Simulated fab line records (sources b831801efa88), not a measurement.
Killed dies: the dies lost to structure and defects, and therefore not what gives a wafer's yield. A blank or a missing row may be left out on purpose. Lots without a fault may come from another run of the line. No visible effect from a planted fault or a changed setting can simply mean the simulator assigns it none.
fab line records | flow sky130
record: lots: 7 | wafers: 21 | lastDay: 50
route steps=708 shown NWELL@65 PAD_OPEN@708
lots untouched by any fault: they come from a run of this same line in which no faults occurred
startH: the number of hours between the record's first day and the start of the first shown wafer of the lot | waitH: hours since the lot's step before | " identical to the entry in the row above | L1.1+2: several wafers, shown together as one row | - no value present, or no start provided | * or withheld: withheld | < > ~ a bound
route shown NAME@n: a module of which the file shows steps, and the number in the route of the first | usual: the fault-free wafers' mean and standard deviation | same: alike in all rows | chamber/n: place in a boat | sites: readings site by site | _std_site: how widely they spread, as a standard deviation | _edge_site: outer sites' mean less inner sites' | radiusMm: for every site, how far away it sits from the centre of the wafer | mask NAME#n: copy n | behind: the last tool/chamber to shape the wafer | hold: reason for holding the lot/hours on hold/outcome of the hold | device: names the non-switching transistor (n, p or np) | end of line: at the end of the route, the tests of the same wafers | for a step that has no rows: nothing shown but its recipe | killed: the dies lost at the first sort to structure and to defects; this is not the yield of the wafer | map: a wafer's dies, x killed, . not, _ none there
set.NAME: the setting the step ran with; set.NAME@STEP: the setting that earlier step ran with | model.NAME: the simulator's own value behind a step, which no gauge read
a table for each step, a row for each wafer; lots at some steps of the route
services: the hour from which a tool's chamber was out of use, counted from the record's first day as startH (under 0 if before that day), plus the number of hours and why
== steps ==
step: SKY_NWELL_IMPLANT_12
recipe: species: P | energyKev: 120 | doseCm2: 1.3e+12 | tiltDeg: withheld
step: SKY_NWELL_IMPLANT_13
recipe: species: P | energyKev: 50 | doseCm2: 7e+11 | tiltDeg: withheld
step: SKY_NWELL_STRIP_14
recipe: chemistry: O2/N2 | powerW: 1400 | pressureMtorr: 1500 | platenTempC: withheld | o2FlowSccm: 3000 | n2FlowSccm: 300 | overashFraction: 0.5
usual: drypumpMotorCurrentA: 5.8/0.38 | n2FlowSccm: 300.1/0.89 | oesProductAu: 0.722/0.0046 | stripTimeToEndpointS: 36.89/0.1
lot.wafer | tool           | chamber | startH | waitH | drypumpMotorCurrentA | n2FlowSccm | oesProductAu | rfHoursCounterH | stripTimeToEndpointS
L193.1    | plasmaAsher-01 | 1       | 92.10  | 0.1   | 5.9                  | 301.2      | 0.724        | 43              | 37.04
L193.5    | "              | 1       | "      | "     | 5.9                  | 301.9      | 0.719        | -               | 36.99
L193.6    | "              | 0       | "      | "     | 5.1                  | 300.0      | 0.719        | -               | 36.98
L200.4    | plasmaAsher-04 | 1       | 132.92 | 0.1   | 5.7                  | 300.3      | 0.724        | -               | 36.80
L200.5    | "              | 0       | "      | "     | 5.6                  | 299.6      | 0.728        | -               | 36.82
L200.6    | "              | 1       | "      | "     | 5.7                  | 300.5      | 0.719        | -               | 36.90
L202.4    | plasmaAsher-04 | 1       | 144.29 | 0.1   | 5.7                  | 300.9      | 0.726        | -               | 36.70
L202.5    | "              | 1       | "      | "     | 5.7                  | 299.9      | 0.725        | -               | 36.74
L202.6    | "              | 0       | "      | "     | 5.6                  | 299.3      | 0.720        | -               | 36.69
L203.2    | plasmaAsher-04 | 0       | 150.73 | 0.1   | 5.5                  | 299.2      | 0.720        | 48              | 36.80
L203.5    | "              | 0       | "      | "     | 5.6                  | 300.5      | 0.725        | -               | 36.84
L203.6    | "              | 1       | "      | "     | 5.7                  | 300.3      | 0.728        | -               | 36.82
L204.2    | plasmaAsher-01 | 1       | 158.07 | 0.1   | 5.9                  | 301.1      | 0.723        | 5               | 36.79
L204.4    | "              | 0       | "      | "     | 5.0                  | 298.4      | 0.719        | -               | 36.79
L204.5    | "              | 0       | "      | "     | 5.0                  | 299.3      | 0.723        | -               | 36.82
L205.1    | plasmaAsher-01 | 0       | 164.98 | 0.1   | 5.1                  | 302.1      | 0.713        | 6               | 36.96
L205.3    | "              | 1       | "      | "     | 5.9                  | 300.5      | 0.722        | -               | 36.92
L205.5    | "              | 1       | "      | "     | 5.9                  | 300.8      | 0.721        | -               | 36.94
L213.2    | plasmaAsher-02 | 1       | 209.37 | 0.1   | 5.9                  | 300.3      | 0.725        | 34              | 36.77
L213.3    | "              | 0       | "      | "     | 6.4                  | 301.1      | 0.718        | -               | 36.83
L213.4    | "              | 1       | "      | "     | 5.9                  | 300.7      | 0.727        | -               | 36.77
step: SKY_NWELL_TW_MEAS_15
usual: NWELL_TW: 1799/15
lot.wafer | tool         | chamber | startH | waitH | NWELL_TW
L193.1    | filmMetro-04 | -       | 92.20  | 0.1   | 1823
L193.5    | "            | -       | "      | "     | 1830
L193.6    | "            | -       | "      | "     | 1824
L200.4    | filmMetro-02 | -       | 133.01 | 0.1   | 1786
L200.5    | "            | -       | "      | "     | 1785
L200.6    | "            | -       | "      | "     | 1787
L202.4    | filmMetro-04 | -       | 144.38 | 0.1   | 1821
L202.5    | "            | -       | "      | "     | 1842
L202.6    | "            | -       | "      | "     | 1839
L203.2    | filmMetro-04 | -       | 150.84 | 0.1   | 1821
L203.5    | "            | -       | "      | "     | 1824
L203.6    | "            | -       | "      | "     | 1831
L204.2    | filmMetro-01 | -       | 158.18 | 0.1   | 1795
L204.4    | "            | -       | "      | "     | 1792
L204.5    | "            | -       | "      | "     | 1794
L205.1    | filmMetro-02 | -       | 165.08 | 0.1   | 1792
L205.3    | "            | -       | "      | "     | 1781
L205.5    | "            | -       | "      | "     | 1787
L213.2    | filmMetro-01 | -       | 209.48 | 0.1   | 1792
L213.3    | "            | -       | "      | "     | 1793
L213.4    | "            | -       | "      | "     | 1788
step: SKY_NWELL_DEHYDRATE_16
recipe: tempC: 200 | timeS: 60
step: SKY_NWELL_HMDS_17
recipe: primeTimeS: 60 | primeTempC: 120
step: SKY_NWELL_COAT_18
recipe: spinRpm: 2000 | resistThkNm: 3000
step: SKY_NWELL_SOFTBAKE_19
recipe: tempC: 110 | timeS: withheld
step: SKY_NWELL_EXPOSE_20
recipe: maskId: NWM_COMPLEMENT | na: 0.6 | sourceShape: conventional | sigmaOuter: 0.6 | polarization: unpolarized | targetCdNm: 840 | doseMj: 260
step: SKY_NWELL_PEB_21
recipe: tempC: 115 | timeS: withheld
step: SKY_NWELL_DEVELOP_22
recipe: wallAngleDeg: 90 | developer: TMAH | developTimeS: 60 | devTempC: 23
step: SKY_NWELL_OVL_MEAS_23
usual: NWELL_01_OVL: 0.0/1.3
lot.wafer | tool       | chamber | startH | waitH | NWELL_01_OVL[nm]
L193.1    | overlay-02 | -       | 110.64 | -     | 0.4
L193.5    | "          | -       | "      | "     | -0.7
L193.6    | "          | -       | "      | "     | -0.7
L200.4    | overlay-01 | -       | 152.36 | -     | 0.2
L200.5    | "          | -       | "      | "     | 0.6
L200.6    | "          | -       | "      | "     | 1.7
L202.4    | overlay-01 | -       | 164.46 | -     | -0.5
L202.5    | "          | -       | "      | "     | 1.0
L202.6    | "          | -       | "      | "     | -0.3
L203.2    | overlay-01 | -       | 171.04 | -     | -0.8
L203.5    | "          | -       | "      | "     | 1.1
L203.6    | "          | -       | "      | "     | -0.7
L204.2    | overlay-01 | -       | 177.87 | -     | -0.4
L204.4    | "          | -       | "      | "     | -2.2
L204.5    | "          | -       | "      | "     | -1.1
L205.1    | overlay-01 | -       | 185.12 | -     | 0.5
L205.3    | "          | -       | "      | "     | 0.2
L205.5    | "          | -       | "      | "     | -1.0
L213.2    | overlay-02 | -       | 231.89 | -     | 1.1
L213.3    | "          | -       | "      | "     | 3.4
L213.4    | "          | -       | "      | "     | 2.6
step: SKY_NWELL_IMPLANT_24
recipe: species: B | energyKev: 140 | doseCm2: 9.2e+12 | tiltDeg: withheld
usual: doseIonsCm2: 9.2e+12/1e+10
same: implantIonAmu: 11
lot.wafer | tool         | chamber | startH | waitH | doseIonsCm2
L193.1    | implanter-01 | 0       | 110.68 | 0.0   | 9.196e+12
L193.5    | "            | 0       | "      | "     | 9.192e+12
L193.6    | "            | 0       | "      | "     | 9.202e+12
L200.4    | implanter-04 | 0       | 152.45 | 0.1   | 9.195e+12
L200.5    | "            | 0       | "      | "     | 9.185e+12
L200.6    | "            | 0       | "      | "     | 9.193e+12
L202.4    | implanter-04 | 0       | 164.55 | 0.1   | 9.024e+12
L202.5    | "            | 0       | "      | "     | 9.015e+12
L202.6    | "            | 0       | "      | "     | 8.999e+12
L203.2    | implanter-04 | 0       | 171.10 | 0.0   | 9.024e+12
L203.5    | "            | 0       | "      | "     | 9.02e+12
L203.6    | "            | 0       | "      | "     | 9.017e+12
L204.2    | implanter-01 | 0       | 177.93 | 0.0   | 9.195e+12
L204.4    | "            | 0       | "      | "     | 9.206e+12
L204.5    | "            | 0       | "      | "     | 9.195e+12
L205.1    | implanter-04 | 0       | 185.15 | 0.0   | 9.018e+12
L205.3    | "            | 0       | "      | "     | 9.003e+12
L205.5    | "            | 0       | "      | "     | 9.015e+12
L213.2    | implanter-03 | 0       | 231.95 | 0.0   | 9.197e+12
L213.3    | "            | 0       | "      | "     | 9.201e+12
L213.4    | "            | 0       | "      | "     | 9.187e+12
step: SKY_NWELL_STRIP_25
recipe: chemistry: O2/N2 | powerW: 1400 | pressureMtorr: 1500 | platenTempC: withheld | o2FlowSccm: 3000 | n2FlowSccm: 300 | overashFraction: 0.5
usual: drypumpMotorCurrentA: 5.7/0.38 | n2FlowSccm: 300.1/0.85 | oesProductAu: 0.723/0.0045 | stripTimeToEndpointS: 36.92/0.094
lot.wafer | tool           | chamber | startH | waitH | drypumpMotorCurrentA | n2FlowSccm | oesProductAu | rfHoursCounterH | stripTimeToEndpointS
L193.1    | plasmaAsher-04 | 1       | 110.83 | 0.1   | 5.7                  | 300.3      | 0.725        | 43              | 36.82
L193.5    | "              | 1       | "      | "     | 5.7                  | 298.5      | 0.726        | -               | 36.81
L193.6    | "              | 0       | "      | "     | 5.6                  | 300.0      | 0.714        | -               | 36.71
L200.4    | plasmaAsher-04 | 0       | 152.56 | 0.1   | 5.6                  | 299.5      | 0.716        | -               | 36.99
L200.5    | "              | 0       | "      | "     | 5.6                  | 300.3      | 0.722        | -               | 36.96
L200.6    | "              | 1       | "      | "     | 5.8                  | 301.2      | 0.723        | -               | 36.99
L202.4    | plasmaAsher-04 | 1       | 164.66 | 0.1   | 5.7                  | 299.9      | 0.721        | -               | 36.93
L202.5    | "              | 0       | "      | "     | 5.5                  | 300.9      | 0.722        | -               | 36.95
L202.6    | "              | 1       | "      | "     | 5.7                  | 301.0      | 0.726        | -               | 36.90
L203.2    | plasmaAsher-01 | 0       | 171.22 | 0.1   | 5.0                  | 299.2      | 0.720        | 7               | 36.88
L203.5    | "              | 1       | "      | "     | 5.9                  | 298.7      | 0.724        | -               | 36.77
L203.6    | "              | 0       | "      | "     | 5.1                  | 300.3      | 0.714        | -               | 36.82
L204.2    | plasmaAsher-01 | 0       | 178.05 | 0.1   | 5.1                  | 299.5      | 0.714        | 8               | 36.92
L204.4    | "              | 0       | "      | "     | 5.1                  | 299.3      | 0.724        | -               | 36.93
L204.5    | "              | 0       | "      | "     | 5.1                  | 302.3      | 0.721        | -               | 36.97
L205.1    | plasmaAsher-01 | 0       | 185.30 | 0.1   | 5.0                  | 299.4      | 0.722        | 8               | 36.83
L205.3    | "              | 1       | "      | "     | 5.9                  | 301.7      | 0.731        | -               | 36.85
L205.5    | "              | 0       | "      | "     | 5.1                  | 299.7      | 0.723        | -               | 36.80
L213.2    | plasmaAsher-04 | 1       | 232.07 | 0.1   | 5.7                  | 299.3      | 0.730        | 58              | 36.89
L213.3    | "              | 1       | "      | "     | 5.7                  | 299.6      | 0.726        | -               | 36.82
L213.4    | "              | 0       | "      | "     | 5.5                  | 300.0      | 0.727        | -               | 36.92
step: SKY_PAD_OPEN_PROBE_99
usual: killed_at_M0_to_M3: 44/8.6 | killed_at_M4_up: 3.4/1.9 | killedAtContacts: 23/5.7 | killedAtFrontEnd: 15/4.5 | killedAtOther: 0.4/0.62 | killedDies: 86/11 | killedOpen: 46/7.6 | killedShort: 39/6.3
same: grossDies: 492 | killedAtBackSide: 0
lot.wafer | tool      | chamber | startH  | waitH | killed_at_M0_to_M3 | killed_at_M4_up | killedAtContacts | killedAtFrontEnd | killedAtOther | killedDies | killedOpen | killedShort | model.etest.resPwellUnderGate.rsOhmSq
L193.1    | prober-01 | -       | 1089.48 | 0.1   | 51                 | 4               | 20               | 16               | 1             | 92         | 55         | 37          | 2288
L193.5    | prober-01 | -       | 1089.68 | 0.2   | 59                 | 8               | 27               | 17               | 0             | 111        | 54         | 57          | 2279
L193.6    | prober-01 | -       | 1089.73 | 0.2   | 37                 | 3               | 16               | 24               | 0             | 80         | 44         | 36          | 2267
L200.4    | prober-01 | -       | 1144.96 | 0.2   | 40                 | 4               | 16               | 23               | 0             | 83         | 40         | 43          | 2273
L200.5    | prober-01 | -       | 1145.01 | 0.2   | 50                 | 2               | 16               | 15               | 0             | 83         | 45         | 37          | 2264
L200.6    | prober-01 | -       | 1145.06 | 0.2   | 41                 | 2               | 24               | 15               | 1             | 83         | 52         | 31          | 2276
L202.4    | prober-02 | -       | 1146.11 | 0.2   | 41                 | 6               | 22               | 22               | 0             | 91         | 55         | 36          | 2329
L202.5    | prober-02 | -       | 1146.16 | 0.2   | 32                 | 3               | 24               | 21               | 0             | 80         | 40         | 40          | 2345
L202.6    | prober-02 | -       | 1146.21 | 0.2   | 44                 | 2               | 26               | 19               | 0             | 91         | 56         | 35          | 2331
L203.2    | prober-01 | -       | 1155.79 | 0.1   | 46                 | 5               | 28               | 15               | 0             | 94         | 54         | 40          | 2345
L203.5    | prober-01 | -       | 1155.94 | 0.2   | 43                 | 5               | 27               | 21               | 0             | 96         | 47         | 49          | 2334
L203.6    | prober-01 | -       | 1155.99 | 0.2   | 32                 | 1               | 30               | 19               | 0             | 82         | 38         | 44          | 2322
L204.2    | prober-02 | -       | 1159.50 | 0.1   | 27                 | 1               | 18               | 15               | 0             | 61         | 34         | 26          | 2263
L204.4    | prober-02 | -       | 1159.60 | 0.2   | 42                 | 4               | 12               | 14               | 0             | 72         | 33         | 36          | 2258
L204.5    | prober-02 | -       | 1159.65 | 0.2   | 33                 | 2               | 26               | 15               | 0             | 76         | 45         | 31          | 2268
L205.1    | prober-02 | -       | 1174.29 | 0.1   | 43                 | 2               | 28               | 11               | 0             | 84         | 48         | 36          | 2315
L205.3    | prober-02 | -       | 1174.39 | 0.2   | 47                 | 2               | 42               | 8                | 0             | 99         | 56         | 43          | 2312
L205.5    | prober-02 | -       | 1174.49 | 0.2   | 35                 | 3               | 27               | 14               | 0             | 79         | 42         | 34          | 2315
L213.2    | prober-01 | -       | 1194.97 | 0.1   | 45                 | 5               | 18               | 17               | 0             | 85         | 52         | 33          | 2312
L213.3    | prober-01 | -       | 1195.02 | 0.2   | 39                 | 3               | 22               | 13               | 1             | 78         | 43         | 34          | 2291
L213.4    | prober-01 | -       | 1195.07 | 0.2   | 33                 | 2               | 15               | 10               | 1             | 61         | 34         | 27          | 2301
killed by level:class
L193.1 VIA1:geometricParticle:open=14 VIA2:geometricParticle:open=9 LI_CONTACT:geometricParticle:open=8 METAL2:geometricParticle:short=8 VIA3:geometricParticle:open=5 POLY_GATE:geometricParticle:open=4 CONTACT:geometricParticle:short=4 CONTACT:geometricParticle:open=4
L193.5 VIA1:geometricParticle:open=14 CONTACT:geometricParticle:open=10 VIA1:geometricParticle:short=10 LOCAL_INTERCONNECT:geometricParticle:short=7 VIA2:geometricParticle:open=7 VIA3:geometricParticle:open=7 METAL4:geometricParticle:short=7 POLY_GATE:geometricParticle:short=6
L193.6 VIA1:geometricParticle:open=10 POLY_GATE:geometricParticle:open=8 LI_CONTACT:geometricParticle:open=5 METAL1:geometricParticle:short=5 VIA1:geometricParticle:short=5 VIA3:geometricParticle:open=4 LOCAL_INTERCONNECT:geometricParticle:short=4 CONTACT:geometricParticle:open=4
L200.4 FIELD_ISO:geometricParticle:short=8 CONTACT:geometricParticle:open=8 VIA3:geometricParticle:open=6 FIELD_ISO:geometricParticle:open=5 POLY_GATE:geometricParticle:short=5 VIA1:geometricParticle:open=5 METAL2:geometricParticle:short=5 VIA2:geometricParticle:open=5
L200.5 VIA1:geometricParticle:open=13 VIA2:geometricParticle:open=7 VIA1:geometricParticle:short=7 METAL1:geometricParticle:short=7 LI_CONTACT:geometricParticle:open=6 LOCAL_INTERCONNECT:geometricParticle:short=5 FIELD_ISO:geometricParticle:open=4 METAL2:geometricParticle:short=4
L200.6 VIA1:geometricParticle:open=15 CONTACT:geometricParticle:open=11 LI_CONTACT:geometricParticle:open=7 VIA3:geometricParticle:open=7 POLY_GATE:geometricParticle:short=6 VIA2:geometricParticle:open=5 METAL1:geometricParticle:short=4 VIA1:geometricParticle:short=4
L202.4 CONTACT:geometricParticle:open=9 VIA2:geometricParticle:open=9 LI_CONTACT:geometricParticle:open=8 VIA1:geometricParticle:open=7 VIA3:geometricParticle:open=7 METAL4:geometricParticle:short=6 POLY_GATE:geometricParticle:open=6 METAL2:geometricParticle:short=5
L202.5 CONTACT:geometricParticle:open=10 FIELD_ISO:geometricParticle:short=9 VIA3:geometricParticle:open=8 VIA1:geometricParticle:open=7 FIELD_ISO:geometricParticle:open=4 LI_CONTACT:geometricParticle:open=4 LOCAL_INTERCONNECT:geometricParticle:short=4 POLY_GATE:geometricParticle:open=3
L202.6 VIA1:geometricParticle:open=12 CONTACT:geometricParticle:open=12 METAL1:geometricParticle:short=9 FIELD_ISO:geometricParticle:open=8 VIA3:geometricParticle:open=6 LI_CONTACT:geometricParticle:open=5 FIELD_ISO:geometricParticle:short=4 LOCAL_INTERCONNECT:geometricParticle:short=4
L203.2 VIA1:geometricParticle:open=14 CONTACT:geometricParticle:open=11 LI_CONTACT:geometricParticle:open=8 METAL2:geometricParticle:short=7 VIA2:geometricParticle:open=7 VIA3:geometricParticle:short=5 POLY_GATE:geometricParticle:open=4 LI_CONTACT:geometricParticle:short=4
L203.5 VIA1:geometricParticle:open=9 VIA3:geometricParticle:open=8 LI_CONTACT:geometricParticle:open=8 FIELD_ISO:geometricParticle:open=7 FIELD_ISO:geometricParticle:short=6 LOCAL_INTERCONNECT:geometricParticle:short=6 VIA2:geometricParticle:open=6 METAL1:geometricParticle:short=5
L203.6 LOCAL_INTERCONNECT:geometricParticle:short=11 VIA1:geometricParticle:open=11 LI_CONTACT:geometricParticle:open=7 FIELD_ISO:geometricParticle:short=6 FIELD_ISO:geometricParticle:open=5 POLY_GATE:geometricParticle:open=5 LI_CONTACT:geometricParticle:short=4 CONTACT:geometricParticle:open=4
L204.2 CONTACT:geometricParticle:open=8 POLY_GATE:geometricParticle:open=5 POLY_GATE:geometricParticle:short=5 VIA3:geometricParticle:open=5 VIA1:geometricParticle:open=4 LI_CONTACT:geometricParticle:open=3 LI_CONTACT:geometricParticle:short=3 METAL1:geometricParticle:short=3
L204.4 VIA1:geometricParticle:open=8 VIA3:geometricParticle:open=8 CONTACT:geometricParticle:short=5 METAL1:geometricParticle:short=5 METAL3:geometricParticle:short=5 VIA2:geometricParticle:open=4 POLY_GATE:geometricParticle:short=3 LI_CONTACT:geometricParticle:open=3
L204.5 LI_CONTACT:geometricParticle:open=9 CONTACT:geometricParticle:open=9 VIA1:geometricParticle:open=7 VIA2:geometricParticle:open=6 METAL2:geometricParticle:short=5 POLY_GATE:geometricParticle:short=4 METAL1:geometricParticle:short=4 CONTACT:geometricParticle:short=4
L205.1 VIA3:geometricParticle:open=13 VIA2:geometricParticle:open=10 CONTACT:geometricParticle:short=8 CONTACT:geometricParticle:open=7 LI_CONTACT:geometricParticle:open=6 METAL2:geometricParticle:short=4 LOCAL_INTERCONNECT:geometricParticle:short=4 VIA1:geometricParticle:open=4
L205.3 VIA1:geometricParticle:open=11 CONTACT:geometricParticle:open=10 VIA2:geometricParticle:open=10 LI_CONTACT:geometricParticle:short=9 VIA3:geometricParticle:open=8 CONTACT:geometricParticle:short=7 METAL2:geometricParticle:short=7 LOCAL_INTERCONNECT:geometricParticle:short=6
L205.5 CONTACT:geometricParticle:open=10 VIA3:geometricParticle:open=8 POLY_GATE:geometricParticle:short=5 LI_CONTACT:geometricParticle:short=5 LI_CONTACT:geometricParticle:open=5 VIA2:geometricParticle:open=5 VIA1:geometricParticle:open=5 POLY_GATE:geometricParticle:open=4
L213.2 VIA1:geometricParticle:open=11 VIA2:geometricParticle:open=9 LI_CONTACT:geometricParticle:open=8 METAL3:geometricParticle:short=6 POLY_GATE:geometricParticle:open=5 METAL2:geometricParticle:short=5 FIELD_ISO:geometricParticle:open=4 METAL1:geometricParticle:short=4
L213.3 CONTACT:geometricParticle:open=9 METAL1:geometricParticle:short=8 VIA1:geometricParticle:open=8 VIA2:geometricParticle:open=7 LI_CONTACT:geometricParticle:open=6 METAL2:geometricParticle:short=6 POLY_GATE:geometricParticle:short=5 VIA2:geometricParticle:short=4
L213.4 LI_CONTACT:geometricParticle:open=5 METAL1:geometricParticle:short=5 METAL2:geometricParticle:short=5 CONTACT:geometricParticle:short=4 CONTACT:geometricParticle:open=4 METAL1:geometricParticle:open=4 VIA1:geometricParticle:open=4 VIA2:geometricParticle:open=4
== services ==
tool           | chamber | startH | hours | kind
implanter-04   | -       | 71.53  | 6.1   | repair
implanter-03   | -       | 77.77  | 5.6   | pm
implanter-01   | -       | 81.94  | 2.0   | repair
plasmaAsher-01 | -       | 100.75 | 3.1   | repair
plasmaAsher-01 | -       | 108.36 | 2.7   | repair
plasmaAsher-02 | -       | 109.33 | 1.5   | repair
plasmaAsher-01 | -       | 111.09 | 9.0   | pm
plasmaAsher-01 | 0       | 111.09 | 9.0   | ventCycle
plasmaAsher-01 | 1       | 111.09 | 9.0   | ventCycle
plasmaAsher-01 | 0       | 120.09 | -     | clean
plasmaAsher-01 | 1       | 120.09 | -     | clean
plasmaAsher-02 | -       | 122.32 | 58.8  | repair
implanter-04   | -       | 124.91 | 3.0   | repair
implanter-04   | -       | 139.68 | 1.7   | repair
implanter-03   | -       | 150.08 | 0.6   | repair
implanter-01   | -       | 159.29 | 1.2   | repair
plasmaAsher-04 | -       | 187.11 | 1.5   | repair
plasmaAsher-01 | -       | 195.03 | 28.6  | pm
implanter-01   | -       | 209.83 | 3.8   | pm
== key ==
firstSign: step: SKY_NWELL_IMPLANT_24 | reading: doseIonsCm2 | direction: down | sigmas: 18 | usual: * | struck: *
effect none on later readings
modelEffect: step: SKY_PAD_OPEN_PROBE_99 | value: etest.resPwellUnderGate.rsOhmSq | without: 2297 | struck: 2328
metAt SKY_NWELL_IMPLANT_24
struckWafers L202.4,L202.5,L202.6,L203.2,L203.5,L203.6,L205.1,L205.3,L205.5
testerLeftOut L202,L203,L205
onsetBetween 152.45 164.55
fault: kind: processParameterDrift | tool: implanter-04 | chamber: - | onsetH: 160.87 | steps: SKY_NWELL_IMPLANT_24 | channel: doseCm2 | offset: * | shape: step | endH: 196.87 | actsIn: * | stated: *
testerLeftOut: of these lots the tester's yield and bins aren't shown, on N5 and GAA mostly nor the transistor test; their killed dies are dies lost to structure and defects alone, not to doping, threshold or leakage, so they don't give the yield
